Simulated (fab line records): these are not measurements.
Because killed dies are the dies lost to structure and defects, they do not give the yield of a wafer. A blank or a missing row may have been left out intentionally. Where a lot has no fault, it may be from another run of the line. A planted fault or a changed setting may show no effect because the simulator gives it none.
fab line records    flow sky130
record lots=12  wafers=36  lastDay=50
route steps=708 shown POLY_GATE@227 LDD_N@254 LDD_HVP@280 PAD_OPEN@708
lots that met no fault: taken from a fault-free run of the same line
startH: hours from the record's opening day to when the first of the lot's shown wafers began    waitH: time in hours since the lot's previous step    " same as the row above    L1.1+2: a single row standing in for several wafers    - no value, or no start given    * or withheld: withheld    < > ~ a bound
route shown NAME@n: a module of which the file shows steps, and the number in the route of the first    usual: mean/standard deviation of fault-free wafers    same: alike in all rows    chamber/n: place in a boat    sites: readings site by site    _std_site: their standard deviation    _edge_site: mean of outer sites minus mean of inner sites    radiusMm: for every site, how far away it sits from the centre of the wafer    mask NAME#n: copy n    behind: tool/chamber where the wafer was last shaped    hold: reason for holding the lot/hours on hold/outcome of the hold    device: names the non-switching transistor (n, p or np)    end of line: tests of these same wafers at the route's end    a step with no rows: only its recipe    killed: not the wafer's yield, but the dies lost to structure and defects at the first sort    map: a wafer's dies, x killed, . not, _ none there
set.NAME: the setting that was run; set.NAME@STEP: the one run at that earlier step    model.NAME: the simulator's own value behind a step, which no gauge read
route steps across a sampled set of lots; one table per step, one row per wafer
services: the hour from which a tool's chamber was out of use, counted from the record's first day as startH (under 0 if before that day), plus the number of hours and why
## steps
# step SKY_POLY_GATE_CD_MEAS_13
# recipe targetCdNm=150
# usual cdNm=150.1/1.6
lot.wafer  tool      chamber  startH  waitH  cdNm
L324.3     cdSem-01  -        378.35  -      147.7
L324.4     "         -        "       "      147.8
L324.6     "         -        "       "      147.5
L326.4     cdSem-02  -        390.17  -      151.9
L326.5     "         -        "       "      150.9
L326.6     "         -        "       "      151.6
L328.1     cdSem-01  -        410.49  -      150.4
L328.3     "         -        "       "      152.0
L328.6     "         -        "       "      151.9
L329.1     cdSem-02  -        419.69  -      150.1
L329.2     "         -        "       "      150.5
L329.5     "         -        "       "      152.6
L331.1     cdSem-01  -        426.69  -      151.6
L331.2     "         -        "       "      151.5
L331.3     "         -        "       "      151.2
L336.2     cdSem-01  -        480.73  -      149.8
L336.3     "         -        "       "      148.9
L336.6     "         -        "       "      149.5
L337.1     cdSem-01  -        499.21  -      149.6
L337.3     "         -        "       "      150.1
L337.6     "         -        "       "      150.9
L338.1     cdSem-02  -        499.34  -      147.1
L338.2     "         -        "       "      145.5
L338.4     "         -        "       "      147.4
L340.3     cdSem-01  -        508.75  -      148.6
L340.5     "         -        "       "      147.6
L340.6     "         -        "       "      149.9
L341.1     cdSem-02  -        529.21  -      149.5
L341.4     "         -        "       "      149.1
L341.6     "         -        "       "      148.7
L343.3     cdSem-02  -        538.42  -      147.7
L343.5     "         -        "       "      148.4
L343.6     "         -        "       "      147.8
L346.2     cdSem-02  -        562.83  -      150.3
L346.4     "         -        "       "      150.5
L346.5     "         -        "       "      150.6
# step SKY_POLY_GATE_ETCH_15
# recipe chemistry=N2/H2  target=BARC  ionEnergyEv=200  sourceW=500  biasW=100  pressureMtorr=30  n2FlowSccm=100  h2FlowSccm=200  stopOn=SiO2  timeS=118.5  targetDepthA=1100
# usual chamberPressureMTorr=30.000/0.029  drypumpMotorCurrentA=5.9/0.41  oesProductAu=0.716/0.0045  throttleValvePct=13.213/0.0085
lot.wafer  tool        chamber  startH  waitH  chamberPressureMTorr  drypumpMotorCurrentA  oesProductAu  rfHoursCounterH  throttleValvePct
L324.3     rieDiel-03  0        378.46  0.0    30.045                6.1                   0.717         2                13.212
L324.4     "           2        "       "      29.984                6.2                   0.718         10               13.206
L324.6     "           2        "       "      30.008                6.1                   0.713         -                13.193
L326.4     rieDiel-01  3        390.26  0.0    29.976                6.5                   0.711         89               13.211
L326.5     "           0        "       "      29.986                5.6                   0.710         -                13.210
L326.6     "           3        "       "      29.999                6.5                   0.718         -                13.208
L328.1     rieDiel-03  3        410.64  0.0    30.016                6.2                   0.717         10               13.211
L328.3     "           2        "       "      29.972                6.1                   0.725         11               13.228
L328.6     "           2        "       "      29.967                6.1                   0.723         -                13.238
L329.1     rieDiel-01  2        419.84  0.0    30.050                6.3                   0.721         3                13.229
L329.2     "           1        "       "      30.011                5.4                   0.709         4                13.223
L329.5     "           1        "       "      29.974                5.4                   0.720         -                13.206
L331.1     rieDiel-02  1        426.85  0.0    29.964                5.9                   0.719         70               13.217
L331.2     "           2        "       "      29.995                6.2                   0.724         35               13.215
L331.3     "           0        "       "      30.048                5.5                   0.714         89               13.218
L336.2     rieDiel-01  3        480.86  0.0    29.981                6.5                   0.711         90               13.203
L336.3     "           1        "       "      30.038                5.4                   0.718         6                13.219
L336.6     "           1        "       "      30.057                5.4                   0.710         -                13.226
L337.1     rieDiel-01  1        499.36  0.0    30.007                5.4                   0.721         6                13.217
L337.3     "           3        "       "      30.003                6.5                   0.726         91               13.228
L337.6     "           1        "       "      29.992                5.4                   0.717         -                13.190
L338.1     rieDiel-03  0        499.49  0.0    29.999                6.1                   0.717         5                13.221
L338.2     "           1        "       "      30.029                5.7                   0.717         1                13.216
L338.4     "           0        "       "      29.998                6.1                   0.716         -                13.217
L340.3     rieDiel-03  3        508.86  0.0    29.982                6.2                   0.719         12               13.216
L340.5     "           0        "       "      29.983                6.1                   0.718         -                13.229
L340.6     "           1        "       "      29.971                5.7                   0.724         -                13.200
L341.1     rieDiel-03  3        529.36  0.0    29.998                6.2                   0.712         12               13.223
L341.4     "           2        "       "      30.021                6.1                   0.722         14               13.207
L341.6     "           2        "       "      29.975                6.2                   0.721         -                13.202
L343.3     rieDiel-03  0        538.54  0.0    29.987                6.1                   0.717         6                13.217
L343.5     "           3        "       "      29.952                6.2                   0.712         -                13.204
L343.6     "           2        "       "      30.036                6.2                   0.709         -                13.219
L346.2     rieDiel-01  0        562.96  0.0    30.019                5.6                   0.713         6                13.217
L346.4     "           2        "       "      29.955                6.3                   0.718         -                13.227
L346.5     "           3        "       "      30.003                6.5                   0.720         -                13.219
# step SKY_LDD_N_TW_MEAS_17
# usual LDD_N_TW=2566/23
lot.wafer  tool          chamber  startH  waitH  LDD_N_TW
L324.3     filmMetro-03  -        410.91  0.1    2569
L324.4     "             -        "       "      2574
L324.6     "             -        "       "      2574
L326.4     filmMetro-02  -        424.81  0.1    2519
L326.5     "             -        "       "      2534
L326.6     "             -        "       "      2522
L328.1     filmMetro-01  -        446.28  0.1    2582
L328.3     "             -        "       "      2572
L328.6     "             -        "       "      2580
L331.1     filmMetro-01  -        461.16  0.1    2617
L331.2     "             -        "       "      2595
L331.3     "             -        "       "      2598
L329.1     filmMetro-02  -        461.19  0.1    2558
L329.2     "             -        "       "      2550
L329.5     "             -        "       "      2563
L336.2     filmMetro-03  -        514.02  0.1    2559
L336.3     "             -        "       "      2565
L336.6     "             -        "       "      2552
L338.1     filmMetro-02  -        534.61  0.1    2535
L338.2     "             -        "       "      2556
L338.4     "             -        "       "      2544
L337.1     filmMetro-03  -        534.74  0.1    2560
L337.3     "             -        "       "      2572
L337.6     "             -        "       "      2585
L340.3     filmMetro-02  -        543.16  0.1    2538
L340.5     "             -        "       "      2561
L340.6     "             -        "       "      2551
L341.1     filmMetro-03  -        563.17  0.1    2568
L341.4     "             -        "       "      2544
L341.6     "             -        "       "      2567
L343.3     filmMetro-03  -        571.59  0.1    2551
L343.5     "             -        "       "      2553
L343.6     "             -        "       "      2559
L346.2     filmMetro-03  -        595.48  0.1    2563
L346.4     "             -        "       "      2568
L346.5     "             -        "       "      2568
# step SKY_LDD_HVP_COAT_02
# recipe resist=NOVOLAK  spinRpm=3000  resistThkNm=300
# usual chillPlateTempC=22.98/0.1  dispensePressureKPa=50.0/0.77  spinSpeedRpm=3000.0/2.1
lot.wafer  tool           chamber  startH  waitH  chillPlateTempC  dispensePressureKPa  spinSpeedRpm
L324.3     lithoTrack-04  0        486.83  0.1    23.03            50.7                 3001.4
L324.4     "              0        "       "      22.80            50.7                 3002.2
L324.6     "              0        "       "      22.96            50.7                 3001.0
L326.4     lithoTrack-04  0        500.21  0.1    23.00            50.7                 2998.1
L326.5     "              0        "       "      22.93            50.7                 2998.4
L326.6     "              0        "       "      22.95            50.7                 2999.1
L328.1     lithoTrack-04  -        524.08  0.1    -                -                    -
L328.3     "              -        "       "      -                -                    -
L328.6     "              -        "       "      -                -                    -
L331.1     lithoTrack-03  -        537.39  0.1    -                -                    -
L331.2     "              -        "       "      -                -                    -
L331.3     "              -        "       "      -                -                    -
L329.1     lithoTrack-03  -        537.99  0.1    -                -                    -
L329.2     "              -        "       "      -                -                    -
L329.5     "              -        "       "      -                -                    -
L336.2     lithoTrack-02  0        588.43  0.1    23.17            48.8                 3002.6
L336.3     "              0        "       "      23.04            48.8                 2999.2
L336.6     "              0        "       "      23.11            48.8                 3002.2
L338.1     lithoTrack-04  0        609.53  0.1    23.00            50.7                 3002.7
L338.2     "              0        "       "      22.88            50.7                 3003.5
L338.4     "              0        "       "      22.93            50.7                 2998.4
L337.1     lithoTrack-03  0        609.79  0.1    22.92            49.8                 2995.6
L337.3     "              0        "       "      23.14            49.8                 2997.0
L337.6     "              0        "       "      22.98            49.8                 2997.8
L340.3     lithoTrack-04  0        615.83  0.1    22.95            50.7                 2997.5
L340.5     "              0        "       "      22.83            50.7                 3002.7
L340.6     "              0        "       "      22.87            50.8                 3001.0
L341.1     lithoTrack-04  0        635.93  0.1    22.77            50.8                 2999.0
L341.4     "              0        "       "      22.96            50.7                 2996.1
L341.6     "              0        "       "      22.78            50.8                 2995.9
L343.3     lithoTrack-03  0        643.44  0.1    23.04            49.8                 2998.3
L343.5     "              0        "       "      23.00            49.8                 3000.0
L343.6     "              0        "       "      23.06            49.8                 3003.3
L346.2     lithoTrack-04  0        667.56  0.1    23.07            50.7                 2999.7
L346.4     "              0        "       "      23.07            50.7                 2998.0
L346.5     "              0        "       "      22.98            50.7                 3001.5
# step SKY_LDD_HVP_OVL_MEAS_07
# usual LDD_HVP_OVL=0.4/1.3
lot.wafer  tool        chamber  startH  waitH  LDD_HVP_OVL[nm]
L324.3     overlay-01  -        501.70  0.1    1.3
L324.4     "           -        "       "      -1.2
L324.6     "           -        "       "      0.3
L326.4     overlay-01  -        517.25  0.1    3.9
L326.5     "           -        "       "      2.7
L326.6     "           -        "       "      1.9
L328.1     overlay-01  -        538.68  0.1    -
L328.3     "           -        "       "      -
L328.6     "           -        "       "      -
L331.1     overlay-02  -        553.06  0.1    -
L331.2     "           -        "       "      -
L331.3     "           -        "       "      -
L329.1     overlay-02  -        553.49  0.1    -
L329.2     "           -        "       "      -
L329.5     "           -        "       "      -
L336.2     overlay-02  -        602.31  0.1    -1.1
L336.3     "           -        "       "      0.2
L336.6     "           -        "       "      0.4
L338.1     overlay-01  -        624.14  0.1    0.4
L338.2     "           -        "       "      -0.2
L338.4     "           -        "       "      1.2
L337.1     overlay-01  -        624.31  0.1    0.3
L337.3     "           -        "       "      1.2
L337.6     "           -        "       "      1.1
L340.3     overlay-01  -        629.85  0.1    1.9
L340.5     "           -        "       "      1.3
L340.6     "           -        "       "      0.9
L341.1     overlay-01  -        650.48  0.1    0.1
L341.4     "           -        "       "      -0.3
L341.6     "           -        "       "      -3.5
L343.3     overlay-02  -        657.35  0.1    -0.8
L343.5     "           -        "       "      0.4
L343.6     "           -        "       "      0.4
L346.2     overlay-01  -        682.29  0.1    0.0
L346.4     "           -        "       "      0.4
L346.5     "           -        "       "      -1.5
# step SKY_PAD_OPEN_PROBE_99
# usual killed_at_M0_to_M3=42/5.8  killed_at_M4_up=3.0/2  killedAtContacts=24/5.5  killedAtFrontEnd=15/3.9  killedAtOther=0.3/0.54  killedDies=85/8.8  killedOnRim=16/3.7  killedOpen=47/6.8  killedShort=38/5.9
# same grossDies=492  killedAtBackSide=0
lot.wafer  tool       chamber  startH   waitH  hold                   killed_at_M0_to_M3  killed_at_M4_up  killedAtContacts  killedAtFrontEnd  killedAtOther  killedDies  killedOnRim  killedOpen  killedShort
L324.3     prober-01  -        1087.36  0.2    -                      35                  1                20                10                0              66          14           43          23
L324.4     prober-01  -        1087.41  0.2    -                      47                  8                20                18                0              93          16           46          47
L324.6     prober-01  -        1087.51  0.2    -                      49                  5                27                20                2              103         19           46          55
L326.4     prober-01  -        1095.79  0.2    -                      42                  1                20                12                0              75          16           45          29
L326.5     prober-01  -        1095.84  0.2    -                      34                  4                36                24                0              98          23           57          41
L326.6     prober-01  -        1095.89  0.2    -                      44                  2                29                19                0              94          19           58          35
L328.1     prober-01  -        1113.59  0.1    awaitDispo/2.6h/scrap  48                  5                14                425               0              492         96           40          41
L328.3     prober-01  -        1113.69  0.2    awaitDispo/2.6h/scrap  43                  4                21                424               0              492         96           38          44
L328.6     prober-01  -        1113.84  0.2    awaitDispo/2.6h/scrap  40                  1                23                428               0              492         96           46          32
L329.1     prober-02  -        1120.33  0.1    awaitDispo/1.2h/scrap  42                  2                26                422               0              492         96           41          45
L329.2     prober-02  -        1120.38  0.1    awaitDispo/1.2h/scrap  36                  2                24                430               0              492         96           46          31
L329.5     prober-02  -        1120.53  0.2    awaitDispo/1.2h/scrap  43                  3                18                427               1              492         96           38          39
L331.1     prober-02  -        1125.42  0.1    awaitDispo/2.0h/scrap  44                  7                28                412               1              492         96           57          36
L331.2     prober-02  -        1125.47  0.1    awaitDispo/2.0h/scrap  40                  0                14                437               1              492         96           43          32
L331.3     prober-02  -        1125.52  0.2    awaitDispo/2.0h/scrap  44                  1                34                412               1              492         96           53          41
L336.2     prober-02  -        1154.33  0.1    -                      45                  2                18                11                1              77          18           47          29
L336.3     prober-02  -        1154.38  0.2    -                      38                  2                23                9                 1              73          10           38          34
L336.6     prober-02  -        1154.53  0.2    -                      50                  0                25                12                3              90          11           54          34
L338.1     prober-01  -        1168.84  0.1    -                      40                  2                22                18                0              82          19           38          43
L338.2     prober-01  -        1168.89  0.1    -                      31                  1                30                15                1              78          12           44          34
L338.4     prober-01  -        1168.99  0.2    -                      33                  6                27                25                0              91          21           46          44
L337.1     prober-02  -        1172.49  0.1    -                      45                  2                35                14                0              96          20           51          44
L337.3     prober-02  -        1172.59  0.2    -                      26                  4                23                14                0              67          12           38          29
L337.6     prober-02  -        1172.74  0.2    -                      46                  2                25                6                 0              79          13           47          32
L340.3     prober-01  -        1175.21  0.2    -                      49                  1                23                13                0              86          14           55          31
L340.5     prober-01  -        1175.31  0.2    -                      44                  7                18                15                0              84          24           41          41
L340.6     prober-01  -        1175.36  0.2    -                      36                  7                19                10                0              72          16           38          34
L341.1     prober-01  -        1185.07  0.1    -                      43                  5                30                8                 0              86          15           46          40
L341.4     prober-01  -        1185.22  0.2    -                      41                  3                27                14                1              86          18           55          31
L341.6     prober-01  -        1185.32  0.2    -                      37                  2                15                19                2              75          19           28          44
L343.3     prober-02  -        1191.56  0.2    -                      31                  2                27                16                1              77          14           39          38
L343.5     prober-02  -        1191.66  0.2    -                      52                  1                22                14                0              89          15           54          34
L343.6     prober-02  -        1191.71  0.2    -                      44                  1                24                14                1              84          17           47          37
L346.2     prober-02  -        1204.70  0.1    -                      41                  2                29                18                1              91          19           54          37
L346.4     prober-02  -        1204.80  0.2    -                      44                  0                21                15                0              80          17           42          38
L346.5     prober-02  -        1204.85  0.2    -                      45                  4                29                14                1              93          17           59          34
# killed by level:class
L324.3 VIA1:geometricParticle:open=15 VIA2:geometricParticle:open=5 VIA3:geometricParticle:open=5 LI_CONTACT:geometricParticle:open=4 CONTACT:geometricParticle:short=4 CONTACT:geometricParticle:open=4 SPACER:geometricParticle:open=3 LI_CONTACT:geometricParticle:short=3
L324.4 VIA1:geometricParticle:open=13 VIA3:geometricParticle:open=8 METAL4:geometricParticle:short=7 CONTACT:geometricParticle:short=6 METAL1:geometricParticle:short=6 CONTACT:geometricParticle:open=5 POLY_GATE:geometricParticle:open=4 POLY_GATE:geometricParticle:short=4
L324.6 VIA1:geometricParticle:open=14 FIELD_ISO:geometricParticle:short=8 VIA3:geometricParticle:open=7 LI_CONTACT:geometricParticle:open=7 LOCAL_INTERCONNECT:geometricParticle:short=7 VIA1:geometricParticle:short=7 FIELD_ISO:geometricParticle:open=6 METAL2:geometricParticle:short=6
L326.4 CONTACT:geometricParticle:open=11 VIA3:geometricParticle:open=10 VIA1:geometricParticle:open=9 VIA1:geometricParticle:short=5 CONTACT:geometricParticle:short=4 VIA2:geometricParticle:short=4 POLY_GATE:geometricParticle:open=3 POLY_GATE:geometricParticle:short=3
L326.5 CONTACT:geometricParticle:open=13 VIA1:geometricParticle:open=10 LI_CONTACT:geometricParticle:open=9 FIELD_ISO:geometricParticle:open=7 LI_CONTACT:geometricParticle:short=7 METAL2:geometricParticle:short=6 POLY_GATE:geometricParticle:open=4 METAL1:geometricParticle:short=4
L326.6 CONTACT:geometricParticle:open=12 VIA2:geometricParticle:open=12 VIA1:geometricParticle:open=7 POLY_GATE:geometricParticle:open=7 LI_CONTACT:geometricParticle:open=7 POLY_GATE:geometricParticle:short=6 VIA1:geometricParticle:short=6 CONTACT:geometricParticle:short=5
L328.1 LDD_HVP:areaExpose=411 VIA1:geometricParticle:open=12 METAL2:geometricParticle:short=10 POLY_GATE:geometricParticle:short=6 CONTACT:geometricParticle:open=6 METAL1:geometricParticle:short=5 VIA2:geometricParticle:open=4 VIA1:geometricParticle:short=4
L328.3 LDD_HVP:areaExpose=410 VIA1:geometricParticle:short=11 CONTACT:geometricParticle:open=10 LI_CONTACT:geometricParticle:open=6 VIA2:geometricParticle:open=6 FIELD_ISO:geometricParticle:short=5 METAL2:geometricParticle:short=5 POLY_GATE:geometricParticle:short=4
L328.6 LDD_HVP:areaExpose=414 CONTACT:geometricParticle:open=12 VIA2:geometricParticle:open=8 VIA1:geometricParticle:short=6 VIA3:geometricParticle:open=6 METAL1:geometricParticle:short=5 SPACER:geometricParticle:open=4 POLY_GATE:geometricParticle:open=4
L329.1 LDD_HVP:areaExpose=406 CONTACT:geometricParticle:open=13 VIA2:geometricParticle:open=7 METAL2:geometricParticle:short=6 VIA3:geometricParticle:open=6 FIELD_ISO:geometricParticle:short=5 POLY_GATE:geometricParticle:short=5 CONTACT:geometricParticle:short=5
L329.2 LDD_HVP:areaExpose=415 CONTACT:geometricParticle:open=9 VIA2:geometricParticle:open=7 METAL2:geometricParticle:short=6 LI_CONTACT:geometricParticle:open=6 VIA1:geometricParticle:open=6 METAL3:geometricParticle:short=5 VIA3:geometricParticle:open=5
L329.5 LDD_HVP:areaExpose=414 CONTACT:geometricParticle:open=10 VIA1:geometricParticle:open=9 METAL2:geometricParticle:short=7 VIA2:geometricParticle:short=6 VIA3:geometricParticle:open=5 FIELD_ISO:geometricParticle:short=4 METAL1:geometricParticle:short=4
L331.1 LDD_HVP:areaExpose=398 LI_CONTACT:geometricParticle:open=14 VIA1:geometricParticle:open=10 CONTACT:geometricParticle:open=7 VIA2:geometricParticle:open=7 METAL2:geometricParticle:short=5 VIA2:geometricParticle:short=5 VIA3:geometricParticle:open=5
L331.2 LDD_HVP:areaExpose=417 VIA3:geometricParticle:open=9 VIA1:geometricParticle:open=7 FIELD_ISO:geometricParticle:short=6 POLY_GATE:geometricParticle:open=5 VIA3:geometricParticle:short=5 FIELD_ISO:geometricParticle:open=4 LI_CONTACT:geometricParticle:open=4
L331.3 LDD_HVP:areaExpose=397 LI_CONTACT:geometricParticle:open=12 VIA1:geometricParticle:open=11 CONTACT:geometricParticle:open=10 VIA2:geometricParticle:open=7 VIA1:geometricParticle:short=6 METAL1:geometricParticle:short=5 LI_CONTACT:geometricParticle:short=5
L336.2 VIA3:geometricParticle:open=10 VIA2:geometricParticle:open=9 VIA1:geometricParticle:short=6 CONTACT:geometricParticle:open=6 METAL2:geometricParticle:short=6 VIA1:geometricParticle:open=5 CONTACT:geometricParticle:short=5 FIELD_ISO:geometricParticle:open=4
L336.3 VIA2:geometricParticle:open=9 VIA1:geometricParticle:open=8 CONTACT:geometricParticle:short=6 CONTACT:geometricParticle:open=6 POLY_GATE:geometricParticle:open=5 LI_CONTACT:geometricParticle:short=5 VIA1:geometricParticle:short=5 VIA3:geometricParticle:short=4
L336.6 VIA1:geometricParticle:open=16 CONTACT:geometricParticle:open=10 METAL2:geometricParticle:short=7 VIA3:geometricParticle:open=7 VIA2:geometricParticle:open=6 LI_CONTACT:geometricParticle:open=5 FIELD_ISO:geometricParticle:open=4 LOCAL_INTERCONNECT:geometricParticle:short=4
L338.1 VIA1:geometricParticle:open=9 VIA1:geometricParticle:short=7 LI_CONTACT:geometricParticle:short=6 VIA2:geometricParticle:open=6 POLY_GATE:geometricParticle:short=5 LOCAL_INTERCONNECT:geometricParticle:short=5 POLY_GATE:geometricParticle:open=4 LI_CONTACT:geometricParticle:open=4
L338.2 CONTACT:geometricParticle:open=9 LI_CONTACT:geometricParticle:open=7 FIELD_ISO:geometricParticle:open=5 VIA1:geometricParticle:short=5 VIA1:geometricParticle:open=5 LOCAL_INTERCONNECT:geometricParticle:short=5 POLY_GATE:geometricParticle:short=4 CONTACT:geometricParticle:short=4
L338.4 CONTACT:geometricParticle:open=11 VIA3:geometricParticle:open=11 POLY_GATE:geometricParticle:short=10 METAL1:geometricParticle:short=6 POLY_GATE:geometricParticle:open=5 METAL4:geometricParticle:short=5 LI_CONTACT:geometricParticle:open=4 LI_CONTACT:geometricParticle:short=4
L337.1 CONTACT:geometricParticle:open=14 VIA1:geometricParticle:open=9 LI_CONTACT:geometricParticle:open=8 CONTACT:geometricParticle:short=7 METAL1:geometricParticle:short=7 VIA2:geometricParticle:open=7 METAL2:geometricParticle:short=5 METAL3:geometricParticle:short=5
L337.3 VIA1:geometricParticle:open=10 CONTACT:geometricParticle:open=7 LOCAL_INTERCONNECT:geometricParticle:short=5 METAL2:geometricParticle:short=5 FIELD_ISO:geometricParticle:open=4 LI_CONTACT:geometricParticle:open=4 CONTACT:geometricParticle:short=4 LI_CONTACT:geometricParticle:short=3
L337.6 VIA1:geometricParticle:open=12 CONTACT:geometricParticle:open=8 VIA3:geometricParticle:open=7 VIA2:geometricParticle:open=6 CONTACT:geometricParticle:short=5 LI_CONTACT:geometricParticle:open=5 METAL1:geometricParticle:short=5 METAL1:geometricParticle:open=5
L340.3 VIA2:geometricParticle:open=13 POLY_GATE:geometricParticle:open=9 CONTACT:geometricParticle:open=9 VIA1:geometricParticle:open=6 VIA1:geometricParticle:short=5 VIA2:geometricParticle:short=5 VIA3:geometricParticle:open=5 LI_CONTACT:geometricParticle:open=3
L340.5 VIA1:geometricParticle:open=11 METAL2:geometricParticle:short=8 VIA2:geometricParticle:open=6 POLY_GATE:geometricParticle:short=5 VIA1:geometricParticle:short=5 LI_CONTACT:geometricParticle:short=4 CONTACT:geometricParticle:short=4 LI_CONTACT:geometricParticle:open=3
L340.6 VIA2:geometricParticle:open=9 LI_CONTACT:geometricParticle:open=6 CONTACT:geometricParticle:open=5 FIELD_ISO:geometricParticle:short=4 VIA1:geometricParticle:open=4 METAL2:geometricParticle:short=4 VIA3:geometricParticle:open=4 METAL4:geometricParticle:short=3
L341.1 VIA3:geometricParticle:open=10 LOCAL_INTERCONNECT:geometricParticle:short=9 VIA1:geometricParticle:open=9 VIA2:geometricParticle:open=7 LI_CONTACT:geometricParticle:open=6 CONTACT:geometricParticle:open=5 METAL1:geometricParticle:short=5 LI_CONTACT:geometricParticle:short=4
L341.4 CONTACT:geometricParticle:open=14 VIA1:geometricParticle:open=13 VIA2:geometricParticle:open=8 LI_CONTACT:geometricParticle:open=6 FIELD_ISO:geometricParticle:short=5 VIA1:geometricParticle:short=5 METAL2:geometricParticle:short=5 LOCAL_INTERCONNECT:geometricParticle:short=4
L341.6 CONTACT:geometricParticle:short=7 METAL1:geometricParticle:short=6 VIA1:geometricParticle:open=6 FIELD_ISO:geometricParticle:short=5 VIA3:geometricParticle:short=5 METAL3:geometricParticle:short=5 POLY_GATE:geometricParticle:open=3 VIA2:geometricParticle:open=3
L343.3 CONTACT:geometricParticle:open=10 LOCAL_INTERCONNECT:geometricParticle:short=6 CONTACT:geometricParticle:short=6 VIA1:geometricParticle:open=6 VIA3:geometricParticle:open=6 FIELD_ISO:geometricParticle:open=5 METAL1:geometricParticle:short=5 VIA1:geometricParticle:short=4
L343.5 VIA1:geometricParticle:open=15 CONTACT:geometricParticle:open=8 VIA3:geometricParticle:open=8 FIELD_ISO:geometricParticle:open=6 LI_CONTACT:geometricParticle:open=5 LOCAL_INTERCONNECT:geometricParticle:short=5 VIA1:geometricParticle:short=5 VIA3:geometricParticle:short=4
L343.6 VIA1:geometricParticle:open=10 CONTACT:geometricParticle:open=9 VIA3:geometricParticle:open=8 LI_CONTACT:geometricParticle:open=6 METAL1:geometricParticle:short=6 FIELD_ISO:geometricParticle:open=5 VIA1:geometricParticle:short=5 VIA3:geometricParticle:short=5
L346.2 VIA3:geometricParticle:open=12 LI_CONTACT:geometricParticle:open=10 VIA1:geometricParticle:open=8 CONTACT:geometricParticle:open=8 FIELD_ISO:geometricParticle:short=5 FIELD_ISO:geometricParticle:open=5 VIA3:geometricParticle:short=5 POLY_GATE:geometricParticle:short=4
L346.4 VIA1:geometricParticle:open=10 METAL2:geometricParticle:short=9 METAL1:geometricParticle:short=8 CONTACT:geometricParticle:open=7 POLY_GATE:geometricParticle:open=6 LI_CONTACT:geometricParticle:open=6 CONTACT:geometricParticle:short=5 VIA1:geometricParticle:short=4
L346.5 CONTACT:geometricParticle:open=14 VIA2:geometricParticle:open=10 VIA1:geometricParticle:open=9 LI_CONTACT:geometricParticle:open=6 POLY_GATE:geometricParticle:open=5 METAL1:geometricParticle:short=5 METAL2:geometricParticle:short=5 CONTACT:geometricParticle:short=5
## services
tool        chamber  startH  hours  kind
rieDiel-02  -        359.29  0.4    repair
rieDiel-03  2        373.26  1.3    repair
rieDiel-03  1        383.27  15.4   repair
rieDiel-03  3        386.45  2.8    repair
rieDiel-01  3        407.79  2.6    repair
rieDiel-02  2        420.62  4.5    repair
rieDiel-03  -        425.40  14.6   pm
rieDiel-01  3        433.77  2.9    repair
rieDiel-03  1        440.00  -      clean
rieDiel-03  3        455.27  5.3    repair
rieDiel-03  3        495.35  10.3   repair
rieDiel-01  0        505.21  16.3   repair
rieDiel-03  3        515.76  2.7    repair
rieDiel-03  2        559.07  2.4    repair
rieDiel-01  1        559.95  4.9    repair
rieDiel-01  -        591.53  0.3    repair
rieDiel-01  2        593.51  3.5    repair
rieDiel-01  -        610.51  28.1   pm
rieDiel-03  -        618.88  0.4    repair
rieDiel-02  1        634.52  12.4   repair
rieDiel-01  3        645.81  6.5    repair
rieDiel-01  0        646.32  11.6   repair
rieDiel-03  3        646.55  16.6   repair
rieDiel-03  -        658.60  2.8    pm
## key
firstSign step=SKY_LDD_HVP_COAT_02  reading=toolRecord  direction=missing
effect step=SKY_LDD_HVP_OVL_MEAS_07  reading=LDD_HVP_OVL  direction=missing
effect step=SKY_PAD_OPEN_PROBE_99  reading=killedAtFrontEnd  direction=up  sigmas=99+  usual=15  struck=424
moreKillsBornAt SKY_LDD_HVP_EXPOSE_04@ilineStepper-01=2447  SKY_LDD_HVP_EXPOSE_04@ilineStepper-02=1235
metAt SKY_LDD_HVP_COAT_02
struckLots L328,L329,L331
testerLeftOut L328,L329,L331
notActingAt SKY_POLY_GATE_CD_MEAS_13,SKY_POLY_GATE_ETCH_15,SKY_LDD_N_TW_MEAS_17
onsetBetween 500.21 524.08
fault kind=skippedStepWhole  tool=lithoTrack-03,lithoTrack-04  chamber=-  onsetH=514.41  steps=SKY_LDD_HVP_COAT_02  scope=struckLotsOnly
# testerLeftOut: of these lots the tester's yield and bins aren't shown, on N5 and GAA mostly nor the transistor test; their killed dies are dies lost to structure and defects alone, not to doping, threshold or leakage, so they don't give the yield
